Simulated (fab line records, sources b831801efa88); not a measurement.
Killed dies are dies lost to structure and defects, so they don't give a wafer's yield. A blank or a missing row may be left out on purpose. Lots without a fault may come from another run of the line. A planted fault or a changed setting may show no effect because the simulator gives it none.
Chamber matching | flow sky130 | SKY_FIELD_ISO_ETCH_17 on rie_si-01: 4 sister chambers
The step etches Si in HBr/Cl2/O2, target depth 342 nm, time 97.7 s. 4 wafers are shown with their chamber, then 9 later ones without.

WAFERS WITH THEIR CHAMBER
wafer  | chamber | drypump_motor_current_A (A)
L423.1 | 1       | 5.6
L430.1 | 0       | 5.4
L431.2 | 2       | 5.2
L431.6 | 3       | 5.9

WAFERS WITHOUT THEIR CHAMBER
wafer  | drypump_motor_current_A (A)
L435.2 | 5.4
L435.4 | 5.6
L435.5 | 5.6
L437.1 | 5.5
L437.3 | 5.9
L437.5 | 5.9
L438.1 | 5.2
L438.3 | 5.4
L438.4 | 6.0

WHICH CHAMBER EACH WENT THROUGH
wafer  | from the rows above     | in truth
L435.2 | 0                       | 0
L435.4 | 1                       | 1
L435.5 | 1                       | 1
L437.1 | can't be placed: 0 or 1 | 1
L437.3 | 3                       | 3
L437.5 | 3                       | 3
L438.1 | 2                       | 2
L438.3 | 0                       | 0
L438.4 | 3                       | 3
Placed correctly: 8 of 9. Can't be placed from these rows: 1 (the true chamber is among the candidates in 1). Placed wrongly: 0.
How it was worked out, from the rows above alone: a wafer's distance from a chamber is the root of the sum, over the readings, of the square of ((its reading less the chamber's mean) divided by the reading's scatter). The wafer belongs to the nearest chamber; if the next one is less than 2 further off, it can't be placed. A chamber's mean is the mean of its shown wafers. The scatter: with one shown wafer a chamber, the root of the mean of the squares of how far each hidden wafer lies from its nearest shown one.
